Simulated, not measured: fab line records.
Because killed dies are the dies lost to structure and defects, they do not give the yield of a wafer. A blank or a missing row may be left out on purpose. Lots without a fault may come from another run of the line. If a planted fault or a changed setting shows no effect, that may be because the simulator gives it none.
fab line records	flow sky130	part 1 of 2: steps 1 to 32 of 43
record: lots: 5	wafers: 15	last-day: 50
route steps=708 shown CAP2M@617 METAL4@621 VIA4@639
lots that met no fault: from a run of the same line without faults
start-h: the number of hours between the record's first day and the start of the first shown wafer of the lot	wait-h: hours since the lot's step before	" repeats the value in the row above	L1.1+2: a row that stands for several wafers	- value missing, or start not given	* or withheld: withheld	< > ~ a bound
route shown NAME@n: a module of which the file shows steps, and the number in the route of the first	usual: mean and standard deviation over wafers with no fault	same: alike in all rows	chamber/n: place in a boat	sites: each site's reading	_std_site: the values' standard deviation	_edge_site: mean of outer sites minus mean of inner sites	radius-mm: for every site, how far away it sits from the centre of the wafer	mask NAME#n: copy n	behind: the tool/chamber that last shaped the wafer	hold: cause of the lot's hold/its duration in hours/its outcome	device: the transistor (n, p or np) that didn't switch	end of line: the same wafers' tests at the end of the route	for a step that has no rows: nothing shown but its recipe	killed: count of dies lost to structure and defects at first sort (not the wafer's yield)	map: the dies of a wafer, with x for killed, . for not killed, _ for no die there
set.NAME: the run value of the setting; set.NAME@STEP: its run value at that earlier step	model.NAME: the simulator's own value behind a step, which no gauge read
certain route steps with their lots: each step a table, each wafer a row
services: from which hour (start-h, from the record's first day; less than 0 if before it) a tool's chamber was out of use, for how many hours, and why
== steps ==
step: SKY_CAP2M_STRIP_14
recipe: chemistry: O2/N2	power-w: 1400	pressure-mtorr: 1500	platen-temp-c: withheld	o2-flow-sccm: 3000	n2-flow-sccm: 300	overash-fraction: 0.5
usual: drypump-motor-current-A: 5.5/0.72	o2-flow-sccm: 2999/9.5	oes-product-au: 0.711/0.0047	strip-time-to-endpoint-s: 12.67/0.055
lot.wafer	tool	chamber	start-h	wait-h	drypump-motor-current-A	o2-flow-sccm	oes-product-au	rf-hours-counter-h	strip-time-to-endpoint-s
L079.2	plasma-asher-01	0	994.87	0.1	5.9	3004	0.716	63	12.63
L079.3	"	0	"	"	5.9	3018	0.702	-	12.71
L079.5	"	0	"	"	5.9	3011	0.721	-	12.63
L080.2	plasma-asher-02	1	1002.70	0.1	5.1	3005	0.710	115	12.65
L080.4	"	1	"	"	5.1	3000	0.710	-	12.65
L080.6	"	0	"	"	4.8	3000	0.712	-	12.68
L082.4	plasma-asher-01	0	1015.06	0.1	5.9	2998	0.715	-	12.70
L082.5	"	1	"	"	6.6	3004	0.710	-	12.70
L082.6	"	0	"	"	5.9	2987	0.710	-	12.61
L092.2	plasma-asher-04	1	1075.05	0.1	4.8	2979	0.716	84	12.79
L092.3	"	1	"	"	4.7	3013	0.703	-	12.80
L092.4	"	0	"	"	6.3	2999	0.704	-	12.65
L095.3	plasma-asher-04	0	1095.04	0.1	6.3	2996	0.715	-	12.73
L095.4	"	1	"	"	4.8	3004	0.705	-	12.76
L095.5	"	1	"	"	4.7	2995	0.709	-	12.72
step: SKY_CAP2M_STRIP_15
recipe: chemistry: post-etch-residue-remover	time-s: 1200	temp-c: 72.5
lot.wafer	tool	chamber	start-h	wait-h
L079.2+3+5	wet-bench-04	3	994.97	0.1
L080.2+4+6	wet-bench-03	0	1002.80	0.1
L082.4+5+6	wet-bench-03	1	1015.13	0.0
L092.2+3+4	wet-bench-04	2	1075.15	0.1
L095.3+4+5	wet-bench-01	3	1095.10	0.0
step: SKY_CAP2M_CLEAN_16
recipe: chemistry: IPA	time-s: 180	temp-c: 25
lot.wafer	tool	chamber	start-h	wait-h
L079.2+3+5	wet-bench-01	2	995.32	0.0
L080.2+4+6	wet-bench-04	2	1003.15	0.0
L082.4+5+6	wet-bench-01	2	1015.50	0.0
L092.2+3+4	wet-bench-03	0	1075.53	0.0
L095.3+4+5	wet-bench-04	2	1095.48	0.0
step: SKY_CAP2M_CLEAN_17
recipe: chemistry: O3/DIW	dry: n2-spin
lot.wafer	tool	chamber	start-h	wait-h
L079.2+3+5	wet-bench-04	2	995.37	0.0
L080.2+4+6	wet-bench-03	2	1003.20	0.0
L082.4+5+6	wet-bench-01	3	1015.56	0.0
L092.2+3+4	wet-bench-01	2	1075.59	0.0
L095.3+4+5	wet-bench-03	2	1095.54	0.0
step: SKY_METAL4_DEHYDRATE_05
recipe: temp-c: 200	time-s: 60
lot.wafer	tool	chamber	start-h	wait-h
L079.2+3+5	litho-track-02	0	1006.31	10.8
L080.2+4+6	litho-track-02	0	1014.06	10.8
L082.4+5+6	litho-track-02	0	1026.46	10.8
L092.2+3+4	litho-track-01	0	1085.42	9.7
L095.3+4+5	litho-track-01	0	1105.39	9.8
step: SKY_METAL4_HMDS_06
recipe: prime-time-s: 60	prime-temp-c: 120
same: prime-time-s: 60
lot.wafer	tool	chamber	start-h	wait-h
L079.2+3+5	litho-track-02	0	1006.46	0.1
L080.2+4+6	litho-track-02	0	1014.21	0.1
L082.4+5+6	litho-track-02	0	1026.61	0.1
L092.2+3+4	litho-track-01	0	1085.57	0.1
L095.3+4+5	litho-track-01	0	1105.54	0.1
step: SKY_METAL4_COAT_07
recipe: resist: BARC	temp-c: withheld	time-s: withheld	spin-rpm: 3000	resist-thk-nm: 60
lot.wafer	tool	chamber	start-h	wait-h
L079.2+3+5	litho-track-02	0	1006.61	0.1
L080.2+4+6	litho-track-02	0	1014.36	0.1
L082.4+5+6	litho-track-02	0	1026.76	0.1
L092.2+3+4	litho-track-01	0	1085.72	0.1
L095.3+4+5	litho-track-01	0	1105.69	0.1
step: SKY_METAL4_COAT_08
recipe: resist: KrF-thick	spin-rpm: 3000	resist-thk-nm: 1140
lot.wafer	tool	chamber	start-h	wait-h
L079.2+3+5	litho-track-02	0	-	-
L080.2+4+6	litho-track-02	0	-	-
L082.4+5+6	litho-track-02	0	-	-
L092.2+3+4	litho-track-01	0	-	-
L095.3+4+5	litho-track-01	0	-	-
step: SKY_METAL4_SOFTBAKE_09
recipe: temp-c: 100	time-s: 90	resist: KrF-thick
lot.wafer	tool	chamber	start-h	wait-h
L079.2+3+5	litho-track-02	0	-	-
L080.2+4+6	litho-track-02	0	-	-
L082.4+5+6	litho-track-02	0	-	-
L092.2+3+4	litho-track-01	0	-	-
L095.3+4+5	litho-track-01	0	-	-
step: SKY_METAL4_EXPOSE_10
recipe: mask-id: MM4	na: 0.68	source-shape: annular	sigma-inner: 0.4	sigma-outer: 0.8	target-cd-nm: 300	dose-mj: 28
lot.wafer	tool	chamber	start-h	wait-h	mask
L079.2+3+5	krf-scanner-02	0	-	-	MM4#0
L080.2+4+6	krf-scanner-01	0	-	-	MM4#0
L082.4+5+6	krf-scanner-02	0	-	-	MM4#0
L092.2+3+4	krf-scanner-01	0	-	-	MM4#0
L095.3+4+5	krf-scanner-01	0	-	-	MM4#0
step: SKY_METAL4_PEB_11
recipe: peb-temp-c: withheld	peb-time-s: withheld	resist: KrF-thick
lot.wafer	tool	chamber	start-h	wait-h
L079.2+3+5	litho-track-01	0	-	-
L080.2+4+6	litho-track-03	0	-	-
L082.4+5+6	litho-track-02	0	-	-
L092.2+3+4	litho-track-02	0	-	-
L095.3+4+5	litho-track-01	0	-	-
step: SKY_METAL4_DEVELOP_12
recipe: develop-time-s: 60	resist: KrF-thick	dev-temp-c: 21
lot.wafer	tool	chamber	start-h	wait-h
L079.2+3+5	litho-track-01	0	-	-
L080.2+4+6	litho-track-03	0	-	-
L082.4+5+6	litho-track-02	0	-	-
L092.2+3+4	litho-track-02	0	-	-
L095.3+4+5	litho-track-01	0	-	-
step: SKY_METAL4_CD_MEAS_13
recipe: target-cd-nm: 300
usual: cd-nm: 300.5/1.3
lot.wafer	tool	chamber	start-h	wait-h	cd-nm
L079.2	cd-sem-02	-	1018.56	-	303.0
L079.3	"	-	"	"	301.6
L079.5	"	-	"	"	303.4
L080.2	cd-sem-02	-	1026.10	-	298.7
L080.4	"	-	"	"	298.8
L080.6	"	-	"	"	298.0
L082.4	cd-sem-02	-	1038.04	-	299.5
L082.5	"	-	"	"	300.0
L082.6	"	-	"	"	300.0
L092.2	cd-sem-02	-	1096.05	-	300.8
L092.3	"	-	"	"	301.1
L092.4	"	-	"	"	301.5
L095.3	cd-sem-01	-	1116.58	-	300.3
L095.4	"	-	"	"	301.4
L095.5	"	-	"	"	301.4
step: SKY_METAL4_OVL_MEAS_14
usual: METAL4_OVL: -3/5.6
lot.wafer	tool	chamber	start-h	wait-h	METAL4_OVL[nm]
L079.2	overlay-01	-	1018.67	0.1	-3
L079.3	"	-	"	"	-3
L079.5	"	-	"	"	-5
L080.2	overlay-01	-	1026.20	0.1	-6
L080.4	"	-	"	"	-4
L080.6	"	-	"	"	-5
L082.4	overlay-02	-	1038.12	0.1	3
L082.5	"	-	"	"	0
L082.6	"	-	"	"	6
L092.2	overlay-01	-	1096.16	0.1	-8
L092.3	"	-	"	"	-3
L092.4	"	-	"	"	-3
L095.3	overlay-01	-	1116.67	0.1	0
L095.4	"	-	"	"	-8
L095.5	"	-	"	"	-2
step: SKY_METAL4_DESCUM_15
recipe: chemistry: O2	source-power-w: 150	bias-power-w: 0	pressure-mtorr: 10	temp-c: 40	time-s: 8
usual: drypump-motor-current-A: 5.7/0.33	he-backside-leak-sccm: 3.36/0.19	oes-product-au: 0.996/0.013
lot.wafer	tool	chamber	start-h	wait-h	drypump-motor-current-A	he-backside-leak-sccm	oes-product-au	rf-hours-counter-h
L079.2	rie-metal-02	0	1018.70	0.0	5.9	3.54	1.004	15
L079.3	"	1	"	"	5.3	3.47	0.980	-
L079.5	"	0	"	"	5.9	3.48	1.003	-
L080.2	rie-metal-01	0	1026.23	0.0	5.3	3.32	1.006	15
L080.4	"	0	"	"	5.3	3.24	0.997	-
L080.6	"	1	"	"	6.0	3.49	0.992	-
L082.4	rie-metal-02	1	1038.15	0.0	5.3	3.14	0.978	-
L082.5	"	0	"	"	6.0	3.48	1.010	-
L082.6	"	1	"	"	5.3	3.42	0.986	-
L092.2	rie-metal-04	1	1096.19	0.0	5.5	3.21	0.997	14
L092.3	"	0	"	"	6.2	3.56	0.998	-
L092.4	"	1	"	"	5.5	2.95	1.001	-
L095.3	rie-metal-02	0	1116.71	0.0	5.9	3.60	1.010	-
L095.4	"	1	"	"	5.3	3.36	0.974	-
L095.5	"	1	"	"	5.3	3.37	0.984	-
step: SKY_METAL4_ETCH_16
recipe: chemistry: N2/H2	target: BARC	ion-energy-ev: 200	bias-w: 100	pressure-mtorr: 30	n2-flow-sccm: 100	h2-flow-sccm: 200	icp-w: 500	stop-on: SiO2	time-s: 88.2	target-depth-a: 600
usual: drypump-motor-current-A: 5.7/0.34	he-backside-leak-sccm: 3.4/0.36	oes-product-au: 0.626/0.0049	throttle-valve-pct: 13.206/0.0088
lot.wafer	tool	chamber	start-h	wait-h	drypump-motor-current-A	he-backside-leak-sccm	oes-product-au	rf-hours-counter-h	throttle-valve-pct
L079.2	rie-metal-02	0	1018.73	0.0	6.0	3.7	0.620	15	13.220
L079.3	"	1	"	"	5.3	3.3	0.629	-	13.204
L079.5	"	0	"	"	6.0	3.5	0.622	-	13.222
L080.2	rie-metal-01	0	1026.26	0.0	5.4	3.4	0.615	15	13.206
L080.4	"	0	"	"	5.3	3.3	0.622	-	13.196
L080.6	"	1	"	"	6.1	3.3	0.621	-	13.214
L082.4	rie-metal-02	1	1038.20	0.0	5.3	3.2	0.624	-	13.212
L082.5	"	0	"	"	6.0	3.7	0.631	-	13.213
L082.6	"	1	"	"	5.3	3.4	0.632	-	13.209
L092.2	rie-metal-04	1	1096.22	0.0	5.5	3.1	0.624	14	13.201
L092.3	"	0	"	"	6.2	3.6	0.627	-	13.208
L092.4	"	1	"	"	5.5	3.2	0.624	-	13.205
L095.3	rie-metal-02	0	1116.76	0.0	6.0	3.6	0.622	-	13.199
L095.4	"	1	"	"	5.3	3.3	0.620	-	13.208
L095.5	"	1	"	"	5.3	3.4	0.627	-	13.217
step: SKY_METAL4_ETCH_17
recipe: target: SiO2	stop-on: TiN	chemistry: C4F8/O2/Ar	source-w: 1500	bias-w: 1200	pressure-mtorr: 40	c4f8-flow-sccm: withheld	O2_flow_sccm: 6	Ar_flow_sccm: 300	time-s: 3.9	target-depth-a: 150
usual: oes-product-au: 0.754/0.0071
lot.wafer	tool	chamber	start-h	wait-h	oes-product-au	rf-hours-counter-h
L079.2	rie-diel-04	0	1018.83	0.1	0.756	4
L079.3	"	2	"	"	0.753	26
L079.5	"	1	"	"	0.749	-
L080.2	rie-diel-01	0	1026.36	0.1	0.761	10
L080.4	"	3	"	"	0.759	21
L080.6	"	3	"	"	0.761	-
L082.4	rie-diel-01	3	1038.27	0.0	0.755	21
L082.5	"	0	"	"	0.765	-
L082.6	"	3	"	"	0.748	-
L092.2	rie-diel-04	0	1096.32	0.1	0.752	6
L092.3	"	1	"	"	0.756	21
L092.4	"	3	"	"	0.768	16
L095.3	rie-diel-02	2	1116.83	0.0	0.741	9
L095.4	"	3	"	"	0.751	11
L095.5	"	0	"	"	0.771	-
step: SKY_METAL4_METAL_ETCH_18
recipe: target-depth-a: 8450	stop-on: SiO2	over-etch-frac: 0.3	time-s: 183.1	chemistry: Cl2/BCl3	resist-sidewall-deg: 88	pressure-mtorr: 10	icp-w: 900	bias-w: 48.5	Cl2_flow_sccm: 60	bcl3-flow-sccm: 30
usual: drypump-motor-current-A: 5.7/0.34	he-backside-leak-sccm: 3.35/0.29	oes-product-au: 0.866/0.0064	throttle-valve-pct: 22.264/0.0096
lot.wafer	tool	chamber	start-h	wait-h	drypump-motor-current-A	he-backside-leak-sccm	oes-product-au	rf-hours-counter-h	throttle-valve-pct
L079.2	rie-metal-04	0	1018.85	0.0	6.1	3.45	0.860	5	22.276
L079.3	"	0	"	"	6.1	3.55	0.864	-	22.270
L079.5	"	1	"	"	5.5	3.25	0.869	-	22.262
L080.2	rie-metal-02	0	1026.38	0.0	5.9	3.39	0.866	15	22.267
L080.4	"	1	"	"	5.3	3.35	0.874	-	22.274
L080.6	"	0	"	"	5.9	3.61	0.865	-	22.253
L082.4	rie-metal-01	0	1038.35	0.1	5.3	3.22	0.852	-	22.267
L082.5	"	0	"	"	5.4	3.23	0.851	-	22.257
L082.6	"	1	"	"	6.0	3.14	0.868	-	22.259
L092.2	rie-metal-02	0	1096.34	0.0	6.0	3.46	0.855	20	22.262
L092.3	"	1	"	"	5.3	3.16	0.866	-	22.243
L092.4	"	0	"	"	6.0	4.23	0.867	-	22.268
L095.3	rie-metal-01	0	1116.91	0.1	5.3	3.36	0.872	-	22.271
L095.4	"	1	"	"	6.0	3.20	0.870	-	22.270
L095.5	"	0	"	"	5.4	3.37	0.875	-	22.257
step: SKY_METAL4_STRIP_19
recipe: chemistry: O2/N2	power-w: 1400	pressure-mtorr: 1500	platen-temp-c: withheld	o2-flow-sccm: 3000	n2-flow-sccm: 300	overash-fraction: 0.5
usual: drypump-motor-current-A: 6.3/0.57	o2-flow-sccm: 2999/10	oes-product-au: 0.504/0.0065	strip-time-to-endpoint-s: 6.58/0.12
lot.wafer	tool	chamber	start-h	wait-h	drypump-motor-current-A	o2-flow-sccm	oes-product-au	rf-hours-counter-h	strip-time-to-endpoint-s
L079.2	plasma-asher-03	1	1019.02	0.1	6.6	3000	0.509	31	6.67
L079.3	"	0	"	"	6.5	2988	0.502	-	6.72
L079.5	"	0	"	"	6.5	3005	0.505	-	6.64
L080.2	plasma-asher-02	1	1026.56	0.1	5.1	3000	0.500	118	6.51
L080.4	"	0	"	"	4.8	3005	0.504	-	6.75
L080.6	"	1	"	"	5.0	2996	0.502	-	6.43
L082.4	plasma-asher-03	0	1038.50	0.1	6.5	2991	0.500	-	6.45
L082.5	"	0	"	"	6.5	2999	0.495	-	6.40
L082.6	"	1	"	"	6.7	2974	0.498	-	6.48
L092.2	plasma-asher-03	0	1096.52	0.1	6.5	3007	0.498	39	6.47
L092.3	"	1	"	"	6.7	3015	0.511	-	6.83
L092.4	"	0	"	"	6.5	3009	0.498	-	6.51
L095.3	plasma-asher-01	1	1117.06	0.1	6.6	2997	0.509	-	6.64
L095.4	"	0	"	"	5.9	2992	0.504	-	6.59
L095.5	"	1	"	"	6.7	2999	0.512	-	6.64
step: SKY_METAL4_STRIP_20
recipe: chemistry: post-etch-residue-remover	time-s: 1200	temp-c: 72.5
lot.wafer	tool	chamber	start-h	wait-h
L079.2+3+5	wet-bench-03	0	1019.12	0.1
L080.2+4+6	wet-bench-03	2	1026.66	0.1
L082.4+5+6	wet-bench-01	3	1038.57	0.0
L092.2+3+4	wet-bench-03	1	1096.62	0.1
L095.3+4+5	wet-bench-01	1	1117.12	0.0
step: SKY_METAL4_CLEAN_21
recipe: chemistry: IPA	time-s: 180	temp-c: 25
lot.wafer	tool	chamber	start-h	wait-h
L079.2+3+5	wet-bench-01	1	1019.50	0.0
L080.2+4+6	wet-bench-02	3	1027.03	0.0
L082.4+5+6	wet-bench-03	1	1038.91	0.0
L092.2+3+4	wet-bench-01	0	1096.96	0.0
L095.3+4+5	wet-bench-01	1	1117.47	0.0
step: SKY_METAL4_CLEAN_22
recipe: chemistry: O3/DIW	dry: n2-spin
lot.wafer	tool	chamber	start-h	wait-h
L079.2+3+5	wet-bench-02	3	1019.56	0.0
L080.2+4+6	wet-bench-01	2	1027.09	0.0
L082.4+5+6	wet-bench-01	1	1039.02	0.0
L092.2+3+4	wet-bench-03	1	1097.02	0.0
L095.3+4+5	wet-bench-01	0	1117.52	0.0
step: SKY_VIA4_HDPCVD_00
recipe: material: SiO2	target-thk-nm: 1750	sigma-open-frac: 0.3	time-s: 291.7	temp-c: 400	sih4-flow-sccm: 60	pressure-mtorr: 6
lot.wafer	tool	chamber	start-h	wait-h
L079.2+3+5	hdpcvd-02	2,0,2	1019.68	0.0
L080.2+4+6	hdpcvd-02	0,0,2	1027.18	0.0
L082.4+5+6	hdpcvd-02	2,0,1	1039.20	0.1
L092.2+3+4	hdpcvd-02	2,0,1	1097.11	0.0
L095.3+4+5	hdpcvd-02	0,0,1	1117.62	0.0
step: SKY_VIA4_THK_MEAS_01
recipe: reads: SiO2_of_VIA4_HDPCVD_00
usual: VIA4_HDPCVD_THK: 1748/17
lot.wafer	tool	chamber	start-h	wait-h	VIA4_HDPCVD_THK[nm]
L079.2	film-metro-03	-	1019.87	0.1	1708
L079.3	"	-	"	"	1764
L079.5	"	-	"	"	1720
L080.2	film-metro-02	-	1027.37	0.1	1773
L080.4	"	-	"	"	1765
L080.6	"	-	"	"	1721
L082.4	film-metro-02	-	1039.32	0.0	1732
L082.5	"	-	"	"	1759
L082.6	"	-	"	"	1751
L092.2	film-metro-01	-	1097.35	0.2	1753
L092.3	"	-	"	"	1750
L092.4	"	-	"	"	1749
L095.3	film-metro-01	-	1117.81	0.1	1785
L095.4	"	-	"	"	1781
L095.5	"	-	"	"	1754
step: SKY_VIA4_CMP_02
recipe: material: SiO2	down-force-psi: 4	platen-rpm: 60	pad-velocity-m-s: 0.94248
usual: motor-current-A: 11.8/1.3
lot.wafer	tool	chamber	start-h	wait-h	motor-current-A
L079.2	cmp-01	2	1020.35	0.5	12.5
L079.3	"	3	"	"	10.8
L079.5	"	0	"	"	10.7
L080.4	cmp-02	2	1027.45	0.1	13.3
L080.2	"	1	"	"	13.0
L080.6	"	2	"	"	13.2
L082.4	cmp-01	2	1039.50	0.2	11.5
L082.5	"	3	"	"	11.3
L082.6	"	0	"	"	11.0
L092.4	cmp-02	0	1097.40	0.0	9.3
L092.3	"	1	"	"	12.1
L092.2	"	3	"	"	12.3
L095.4	cmp-01	0	1117.85	0.0	11.3
L095.3	"	2	"	"	12.0
L095.5	"	0	"	"	10.7
step: SKY_VIA4_BOW_MEAS_03
recipe: mode: bow
usual: VIA4_BOW: 80/9
lot.wafer	tool	chamber	start-h	wait-h	VIA4_BOW[um]
L079.2	film-metro-03	-	1020.57	0.2	79
L079.3	"	-	"	"	85
L079.5	"	-	"	"	76
L080.2	film-metro-02	-	1027.77	0.1	85
L080.4	"	-	"	"	87
L080.6	"	-	"	"	86
L082.4	film-metro-03	-	1039.71	0.2	74
L082.5	"	-	"	"	73
L082.6	"	-	"	"	84
L092.2	film-metro-01	-	1097.72	0.1	97
L092.3	"	-	"	"	85
L092.4	"	-	"	"	94
L095.3	film-metro-01	-	1118.22	0.2	61
L095.4	"	-	"	"	70
L095.5	"	-	"	"	69
step: SKY_VIA4_DEHYDRATE_04
recipe: temp-c: 200	time-s: 60
lot.wafer	tool	chamber	start-h	wait-h
L079.2+3+5	litho-track-04	0	1031.09	10.5
L080.2+4+6	litho-track-02	0	1038.61	10.8
L082.4+5+6	litho-track-03	0	1050.25	10.5
L092.2+3+4	litho-track-03	0	1107.60	9.9
L095.3+4+5	litho-track-02	0	1126.63	8.4
step: SKY_VIA4_HMDS_05
recipe: prime-time-s: 60	prime-temp-c: 120
same: prime-time-s: 60
lot.wafer	tool	chamber	start-h	wait-h
L079.2+3+5	litho-track-04	0	1031.24	0.1
L080.2+4+6	litho-track-02	0	1038.76	0.1
L082.4+5+6	litho-track-03	0	1050.40	0.1
L092.2+3+4	litho-track-03	0	1107.75	0.1
L095.3+4+5	litho-track-02	0	1126.78	0.1
step: SKY_VIA4_COAT_06
recipe: resist: NOVOLAK	spin-rpm: 3000	resist-thk-nm: 1140
lot.wafer	tool	chamber	start-h	wait-h
L079.2+3+5	litho-track-04	0	1031.39	0.1
L080.2+4+6	litho-track-02	0	1038.91	0.1
L082.4+5+6	litho-track-03	0	1050.55	0.1
L092.2+3+4	litho-track-03	0	1107.90	0.1
L095.3+4+5	litho-track-02	0	1126.93	0.1
step: SKY_VIA4_SOFTBAKE_07
recipe: temp-c: 90	time-s: 60	resist: NOVOLAK
lot.wafer	tool	chamber	start-h	wait-h
L079.2+3+5	litho-track-04	0	1031.54	0.1
L080.2+4+6	litho-track-02	0	1039.06	0.1
L082.4+5+6	litho-track-03	0	1050.70	0.1
L092.2+3+4	litho-track-03	0	1108.05	0.1
L095.3+4+5	litho-track-02	0	1127.08	0.1
step: SKY_VIA4_EXPOSE_08
recipe: mask-id: VIM4	na: 0.6	source-shape: conventional	sigma-outer: 0.6	polarization: unpolarized	target-cd-nm: 800	dose-mj: 132
lot.wafer	tool	chamber	start-h	wait-h	mask
L079.2+3+5	iline-stepper-02	0	-	-	VIM4#0
L080.2+4+6	iline-stepper-01	0	-	-	VIM4#0
L082.4+5+6	iline-stepper-01	0	-	-	VIM4#0
L092.2+3+4	iline-stepper-01	0	-	-	VIM4#0
L095.3+4+5	iline-stepper-02	0	-	-	VIM4#0
step: SKY_VIA4_PEB_09
recipe: temp-c: withheld	time-s: *	resist: NOVOLAK
lot.wafer	tool	chamber	start-h	wait-h
L079.2+3+5	litho-track-04	0	-	-
L080.2+4+6	litho-track-02	0	-	-
L082.4+5+6	litho-track-04	0	-	-
L092.2+3+4	litho-track-02	0	-	-
L095.3+4+5	litho-track-04	0	-	-
